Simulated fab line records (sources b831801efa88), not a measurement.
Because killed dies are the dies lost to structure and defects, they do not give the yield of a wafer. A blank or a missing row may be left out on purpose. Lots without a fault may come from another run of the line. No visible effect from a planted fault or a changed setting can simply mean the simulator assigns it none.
A single fault, viewed from 2 desks + flow sfq line + each desk holds nothing but its own numbers, with what lay behind them at the end

== THE TOOL OWNER'S DESK: rie metal-02 ==
The tool's own readings at SFQ_TRILAYER_M4_ETCH_METAL_ETCH_096 (etches Nb in Cl2/Ar, stops on SiO2, target depth 240 nm, time 120 s): means of the sampled wafers that have a number, for each lot that ran on this tool. Any lot whose mean is over 4 standard deviations away from the usual mean is out of limits and marked OUT; that distance is given in the brackets.
Columns: A = drypump motor current A at SFQ_TRILAYER_M4_ETCH_METAL_ETCH_096, usual 5.9 A; B = oes product au at SFQ_TRILAYER_M4_ETCH_METAL_ETCH_096, usual 0.893 a.u.
| lot  | first seen here | A   | B     |
|------|-----------------|-----|-------|
| L818 | day 47 21:06    | 6.4 | 0.889 |
| L835 | day 57 15:59    | 6.5 | 0.887 |
| L837 | day 59 03:36    | 6.5 | 0.894 |
This desk's verdict: no lot among the 3 shows anything out of limits.

== THE METROLOGY DESK ==
What the gauges read, lot by lot, whatever tool the lot ran on: means of the sampled wafers that have a number. Any lot whose mean is over 4 standard deviations away from the usual mean is out of limits and marked OUT; that distance is given in the brackets.
Columns: A = M4_NB_RS at SFQ_M4_RS_MEAS_924, usual 0.892 ohm/sq; B = M4_OVL at SFQ_M4_OVL_MEAS_926, usual -3 nm
| lot  | first seen here | A     | B   |
|------|-----------------|-------|-----|
| L814 | day 39 08:44    | 0.887 | -11 |
| L818 | day 41 22:28    | 0.892 | -7  |
| L825 | day 50 01:34    | 0.890 | -3  |
| L835 | day 52 23:05    | 0.898 | -4  |
| L836 | day 53 13:56    | 0.880 | -2  |
| L837 | day 54 16:43    | 0.892 | -0  |
This desk's verdict: no lot among the 6 shows anything out of limits.

== PUT TOGETHER ==
The tool owner's desk saw nothing out of limits.
At the metrology desk, nothing out of limits was observed.

== WHAT THE SIMULATOR PUT IN ==
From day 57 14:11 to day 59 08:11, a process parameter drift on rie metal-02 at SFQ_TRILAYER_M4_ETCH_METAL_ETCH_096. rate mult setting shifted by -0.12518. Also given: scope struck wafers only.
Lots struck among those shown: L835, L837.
